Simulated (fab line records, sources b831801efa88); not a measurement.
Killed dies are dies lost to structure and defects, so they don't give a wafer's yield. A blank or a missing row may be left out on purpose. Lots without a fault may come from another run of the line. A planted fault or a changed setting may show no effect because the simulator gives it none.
Problem report in the 8D (eight disciplines) form, filled by code | flow gf180mcu | the parts of the form that need people (team, actions taken, sign-off) are left out

1. THE PROBLEM
cd_nm at GF_HV_LDD_CD_MEAS_19 reads a mean of 368.2 nm on 4 wafers of 2 lots; wafers without a fault read 399.4 nm with a standard deviation of 2.6. That is -12 standard deviations from the usual mean.
The step: target cd 400 nm.
First seen on wafer L412.1, day 16 12:19, on cd_sem-01. The record holds 42 wafers of 14 lots with a number at this step. Rule for "out", or "out of limits": more than 4 standard deviations from the usual mean. The other wafers with a number count as sound.

2. WHAT IT IS AND WHAT IT IS NOT
question                    | is                             | is not
which readings at this step | cd_nm                          | -
which lots                  | L412, L413                     | L394, L396, L397, L399, L400, L402, L403, L404, L406, L407, L411, L417
which wafers of those lots  | L412.1, L412.4, L413.4, L413.6 | L412.5, L413.5
read on which gauges        | cd_sem-01                      | cd_sem-02
when                        | from day 16 12:19              | up to then (34 sound wafers); but 4 sound wafers of L413, L417 came after

3. SUSPECTS, AND WHAT RULES EACH OUT
Counting: a tool at a process step up to the reading stays a suspect if it ran every lot that is out. Sound lots after the first of them don't rule it out here, since some wafers of a struck lot are sound.
- the gauge at GF_HV_LDD_CD_MEAS_19: kept. All the wafers that are out were read on cd_sem-01, and no step on other tools shows them out.
- litho_track-02 at GF_HV_LDD_DEVELOP_18 (develop time 60 s): kept. It ran every lot that is out, first L412 (day 16 12:10); its last sound lot up to then is L406 (day 14 19:04).
Left after counting: litho_track-02 at GF_HV_LDD_DEVELOP_18, cd_sem-01 at GF_HV_LDD_CD_MEAS_19.

4. THE CAUSE (what the simulator had put in)
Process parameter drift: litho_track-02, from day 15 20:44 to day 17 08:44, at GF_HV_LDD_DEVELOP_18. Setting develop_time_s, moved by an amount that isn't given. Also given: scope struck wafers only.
Counting left 2 suspects, and this tool is among them.

5. THE CHAIN OF EFFECTS, in route order
Each row: a reading whose mean over the struck wafers that have a number lies more than 3 standard deviations from the usual. Only readings for which the record gives a usual standard deviation are gone through. hours: the time from each lot's start at the first step in this table that gives one to its start at this step, as a median over the lots. sigmas: the change in usual standard deviations.
hours | step                 | reading | usual    | on struck wafers | change | sigmas
0     | GF_HV_LDD_CD_MEAS_19 | cd_nm   | 399.4 nm | 368.2            | -31.2  | -12

6. WHAT WOULD HAVE CAUGHT IT SOONER
In this record the first reading out of limits at a measuring or inspecting step was taken at day 16 12:19, 16 hours after the fault began at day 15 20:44.
Of the tool readings at GF_HV_LDD_DEVELOP_18 for which the record gives a usual standard deviation, none was out on any struck wafer, so an alarm limit of 4 standard deviations on them would not have fired.
Of the lots that are out (2), L413 began GF_HV_LDD_DEVELOP_18 on litho_track-02 after day 16 12:19. A hold on the tool at that time would have spared it.
